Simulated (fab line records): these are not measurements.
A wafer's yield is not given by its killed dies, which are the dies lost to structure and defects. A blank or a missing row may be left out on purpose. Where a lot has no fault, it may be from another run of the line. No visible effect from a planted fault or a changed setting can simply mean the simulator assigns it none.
8D (eight disciplines) problem report, filled in by code ; flow sfq-line ; the parts of the form that need people (team, actions taken, sign-off) are left out

== 1. WHAT IS WRONG ==
M2_NB_RS at SFQ_M2_RS_MEAS_914 reads a mean of 1.067 ohm/sq on 1 wafer of 1 lot; wafers without a fault read 0.893 ohm/sq with a standard deviation of 0.0095. That is +18 standard deviations from the usual mean.
The step: measures by four-point-probe.
Seen first at day 29 04:45 on film-metro-03, wafer L916.6. The record has a number at this step for 33 wafers belonging to 11 lots. The rule behind "out" and "out of limits": a value lying over 4 standard deviations away from the usual mean. The other wafers with a number count as sound.

== 2. WHAT IT IS AND WHAT IT IS NOT ==
question;is;is not
which readings at this step;M2_NB_RS;-
which lots;L916;L907, L908, L911, L918, L921, L923, L924, L925, L928, L929
which wafers of those lots;L916.6;L916.4, L916.5
read on which gauges;film-metro-03;film-metro-01, film-metro-04
when;from day 29 04:45;"up to then (11 sound wafers); but 21 sound wafers of L918, L921, L923, L924, L925, L928, L929 came after"

== 3. WHAT RULES OUT EACH SUSPECT ==
Counting: any tool at a process step up to the reading remains a suspect provided it ran every lot that is out. Sound lots after the first of them don't rule it out here, since some wafers of a struck lot are sound.
- ruled out: the gauge at SFQ_M2_RS_MEAS_914. All the wafers that are out were read on film-metro-03, but those of them that SFQ_TRILAYER_M2_ETCH_METAL_ETCH_060 has rows for are out there too, on other tools.
- pvd-sputter-06 at SFQ_TRILAYER_M2_DEP_SPUTTER_055 (material Nb, target thk 200 nm, time 133.3 s): kept. It ran the lot that is out, L916 (day 29 04:36); its last sound lot up to then is L911 (day 27 09:10).
Left after counting: pvd-sputter-06 at SFQ_TRILAYER_M2_DEP_SPUTTER_055.

== 4. THE CAUSE (what the simulator had put in) ==
Site profile drift: pvd-sputter-06, from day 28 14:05 on, at SFQ_TRILAYER_M2_DEP_SPUTTER_055. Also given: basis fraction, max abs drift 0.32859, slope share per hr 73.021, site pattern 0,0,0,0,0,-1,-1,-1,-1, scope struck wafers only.
The count eliminated every tool but this one.

== 5. THE EFFECT CHAIN, in route order ==
Each row: a reading where the mean over the struck wafers with a number is more than 3 standard deviations away from the usual. Only readings for which the record gives a usual standard deviation are gone through. hours: the time from each lot's start at the first step in this table that gives one to its start at this step, as a median over the lots. sigmas: the change in usual standard deviations.
hours;step;reading;usual;on struck wafers;change;sigmas
0;SFQ_M2_RS_MEAS_914;M2_NB_RS;0.893 ohm/sq;1.067;+0.174;+18
162;SFQ_TRILAYER_M2_ETCH_METAL_ETCH_060;oes-product-au;0.894 a.u.;0.824;-0.070;-9.9
The process steps in it:
- SFQ_TRILAYER_M2_ETCH_METAL_ETCH_060: etches Nb in Cl2/Ar, stops on SiO2, target depth 240 nm, time 120 s.
At these later measuring or inspecting steps, every struck wafer for which the step has a row has a number for every such reading, and none has moved that far: SFQ_M8_BOW_MEAS_951.

== 6. WHAT WOULD HAVE CAUGHT IT SOONER ==
15 hours passed between the start of the fault at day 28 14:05 and the first reading out of limits at a measuring or inspecting step in this record, taken at day 29 04:45.
Of the tool readings at SFQ_TRILAYER_M2_DEP_SPUTTER_055 for which the record gives a usual standard deviation, none was out on any struck wafer, so an alarm limit of 4 standard deviations on them would not have fired.
By day 29 04:45 the whole set of lots that are out, 1 in number, had already begun SFQ_TRILAYER_M2_DEP_SPUTTER_055 on pvd-sputter-06. A hold on the tool at that time would have spared none of them.
